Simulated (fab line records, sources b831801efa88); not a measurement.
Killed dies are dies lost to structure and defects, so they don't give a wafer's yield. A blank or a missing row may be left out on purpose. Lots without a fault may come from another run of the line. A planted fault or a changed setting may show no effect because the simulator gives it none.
Which tool did it? | flow sky130 | 11 lots, 33 wafers sampled, at 1 step of a route of 708

WHAT THE GAUGES READ, wafer by wafer
SKY_SD_N_OVL_MEAS_08.
lot  | measured     | on         | SD_N_OVL (nm)
L202 | day 27 17:13 | overlay-02 | 1.8 0.9 1.3
L211 | day 30 18:25 | overlay-02 | 1.6 -1.2 0.4
L213 | day 31 18:43 | overlay-01 | -1.2 -2.8 -3.8
L214 | day 31 23:34 | overlay-01 | -2.0 -2.3 0.8
L215 | day 32 16:25 | overlay-01 | 1.8 3.1 2.3
L220 | day 34 06:31 | overlay-01 | -1.3 -0.2 -0.2
L219 | day 34 10:23 | overlay-02 | -1.2 0.1 -0.8
L221 | day 34 11:17 | overlay-01 | 0.7 0.6 1.9
L222 | day 34 13:19 | overlay-01 | 1.7 0.1 0.6
L223 | day 35 00:08 | overlay-02 | 0.2 2.1 0.5
L225 | day 35 07:44 | overlay-01 | -1.5 1.8 0.2

WHICH TOOL RAN EACH LOT (tool, then ch and the chambers of the sampled wafers, then the start)
The record holds no process step before these readings.

THE ANSWER, worked out from the rows above alone
Rule: what is usual is taken from the lots themselves. Put in order of their means at a reading, lots are off if they are a third of the lots or fewer, leave a main group of 4 or more, and stand apart from it by a gap of 3 or more times the standard deviation of the main group's means; of several such gaps the widest counts. A main group whose means are all the same, to the digits that the tables above print for the reading, isn't used. A lot without any number at a reading at which 4 lots or more have one is off too. The other lots that the step has rows for count as sound.
No lot is off at any reading shown: from this, nothing can be told.

WHAT THE SIMULATOR HAD PUT IN
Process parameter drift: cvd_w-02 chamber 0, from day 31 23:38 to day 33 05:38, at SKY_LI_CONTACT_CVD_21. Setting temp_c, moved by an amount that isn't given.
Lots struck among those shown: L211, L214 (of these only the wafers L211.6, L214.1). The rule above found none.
